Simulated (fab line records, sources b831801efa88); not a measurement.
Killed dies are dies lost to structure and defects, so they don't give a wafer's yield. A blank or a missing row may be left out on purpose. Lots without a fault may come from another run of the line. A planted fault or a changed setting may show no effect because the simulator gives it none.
Which tool did it? | flow sky130 | 6 lots, 18 wafers sampled, at 3 steps of a route of 708

WHAT THE GAUGES READ, wafer by wafer
SKY_VIA1_THK_MEAS_01.
lot  | measured     | on            | VIA1_HDPCVD_THK (nm)
L374 | day 33 09:55 | film_metro-01 | 1027 1041 1055
L376 | day 33 21:11 | film_metro-03 | 1029 1018 1041
L379 | day 35 00:25 | film_metro-03 | 1035 1033 1037
L386 | day 37 07:08 | film_metro-01 | 1038 1033 1037
L391 | day 39 13:22 | film_metro-03 | 1037 511 1021
L394 | day 39 14:45 | film_metro-03 | 1027 1028 1033

WHICH TOOL RAN EACH LOT (tool, then ch and the chambers of the sampled wafers, then the start)
lot  | SKY_METAL1_SPUTTER_04        | SKY_VIA1_HDPCVD_00
L374 | pvd_sputter-03, day 32 05:35 | hdpcvd-02 ch 0,2, day 33 09:49
L376 | pvd_sputter-02, day 32 17:01 | hdpcvd-02 ch 0,1,2, day 33 21:04
L379 | pvd_sputter-02, day 33 20:22 | hdpcvd-02 ch 1,2, day 35 00:17
L386 | pvd_sputter-02, day 36 04:01 | hdpcvd-02 ch 0,1,2, day 37 07:01
L391 | pvd_sputter-03, day 38 10:56 | hdpcvd-02 ch 0,2, day 39 13:08
L394 | pvd_sputter-02, day 38 12:26 | hdpcvd-01 ch 0,1, day 39 14:37
- SKY_METAL1_SPUTTER_04: material TiN, target thk 70 nm, time 58.3 s.
- SKY_VIA1_HDPCVD_00: deposits SiO2, target thk 1030 nm, time 171.7 s.

THE ANSWER, worked out from the rows above alone
Rule: what is usual is taken from the lots themselves. Put in order of their means at a reading, lots are off if they are a third of the lots or fewer, leave a main group of 4 or more, and stand apart from it by a gap of 3 or more times the standard deviation of the main group's means; of several such gaps the widest counts. A main group whose means are all the same, to the digits that the tables above print for the reading, isn't used. A lot without any number at a reading at which 4 lots or more have one is off too. The other lots that the step has rows for count as sound.
Off: L391, at SKY_VIA1_THK_MEAS_01 (VIA1_HDPCVD_THK). The main group: mean 1034 nm, standard deviation 4.4.
A tool fits if, at a process step before that reading, it ran every lot that is off, and no sound lot after the first of them. The gauges at SKY_VIA1_THK_MEAS_01 are tried like those tools. Can't be told from this: 2 tools fit, pvd_sputter-03 at SKY_METAL1_SPUTTER_04, hdpcvd-02 at SKY_VIA1_HDPCVD_00.

WHAT THE SIMULATOR HAD PUT IN
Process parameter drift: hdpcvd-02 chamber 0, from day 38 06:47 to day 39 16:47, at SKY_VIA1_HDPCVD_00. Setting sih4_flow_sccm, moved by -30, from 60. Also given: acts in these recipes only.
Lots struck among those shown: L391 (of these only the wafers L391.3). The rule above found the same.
